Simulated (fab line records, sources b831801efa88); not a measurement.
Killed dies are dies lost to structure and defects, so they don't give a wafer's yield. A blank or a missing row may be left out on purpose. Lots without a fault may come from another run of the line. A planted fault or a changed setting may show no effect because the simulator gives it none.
One fault seen from 2 desks | flow sky130 | each desk has only its own numbers; what lay behind them comes last

THE TOOL OWNER'S DESK: rie_metal-02
The tool's own readings at SKY_METAL3_METAL_ETCH_18 (etches the open film in Cl2/BCl3, stops on SiO2, target depth 845 nm, time 183.1 s): means of the sampled wafers that have a number, for each lot that ran on this tool. A lot is out of limits, marked OUT, if its mean lies more than 4 standard deviations from the usual mean; the brackets give that distance.
Columns: A = drypump_motor_current_A at SKY_METAL3_METAL_ETCH_18, usual 5.6 A; B = he_backside_leak_sccm at SKY_METAL3_METAL_ETCH_18, usual 3.31 sccm; C = oes_product_au at SKY_METAL3_METAL_ETCH_18, usual 0.867 a.u.; D = throttle_valve_pct at SKY_METAL3_METAL_ETCH_18, usual 22.263 %
lot  | first seen here | A   | B    | C     | D
L506 | day 38 15:16    | 5.9 | 3.13 | 0.872 | 22.260
L509 | day 39 13:51    | 5.8 | 3.38 | 0.864 | 22.273
L512 | day 40 07:21    | 5.9 | 3.19 | 0.873 | 22.268
L511 | day 40 08:41    | 5.9 | 3.18 | 0.861 | 22.269
L513 | day 40 19:41    | 5.9 | 3.31 | 0.872 | 22.261
L523 | day 43 19:43    | 5.8 | 3.36 | 0.867 | 22.263
L525 | day 44 01:25    | 5.9 | 3.28 | 0.861 | 22.271
This desk's finding: nothing out of limits on any of the 7 lots.

THE METROLOGY DESK
What the gauges read, lot by lot, whatever tool the lot ran on: means of the sampled wafers that have a number. A lot is out of limits, marked OUT, if its mean lies more than 4 standard deviations from the usual mean; the brackets give that distance.
Columns: A = POLY_CUT_OVL at SKY_POLY_CUT_OVL_MEAS_09, usual -2 nm; B = RES_XHIGH_RS at SKY_SD_N_RS_MEAS_18, usual 334.2 ohm/sq
lot  | first seen here | A  | B
L506 | day 24 07:37    | -8 | 334.5
L508 | day 25 06:26    | -6 | 332.3
L509 | day 25 13:56    | -1 | 336.5
L512 | day 26 09:26    | 2  | 334.2
L511 | day 26 10:58    | -6 | 335.7
L513 | day 26 21:02    | -7 | 334.2
L515 | day 27 19:31    | 6  | 333.0
L523 | day 30 12:29    | -3 | 333.3
L525 | day 30 20:35    | -6 | 330.7
L527 | day 31 13:04    | -0 | 332.6
L528 | day 31 19:29    | -6 | 334.2
This desk's finding: nothing out of limits on any of the 11 lots.

PUT TOGETHER
The tool owner's desk saw nothing out of limits.
The metrology desk saw nothing out of limits.

WHAT THE SIMULATOR HAD PUT IN
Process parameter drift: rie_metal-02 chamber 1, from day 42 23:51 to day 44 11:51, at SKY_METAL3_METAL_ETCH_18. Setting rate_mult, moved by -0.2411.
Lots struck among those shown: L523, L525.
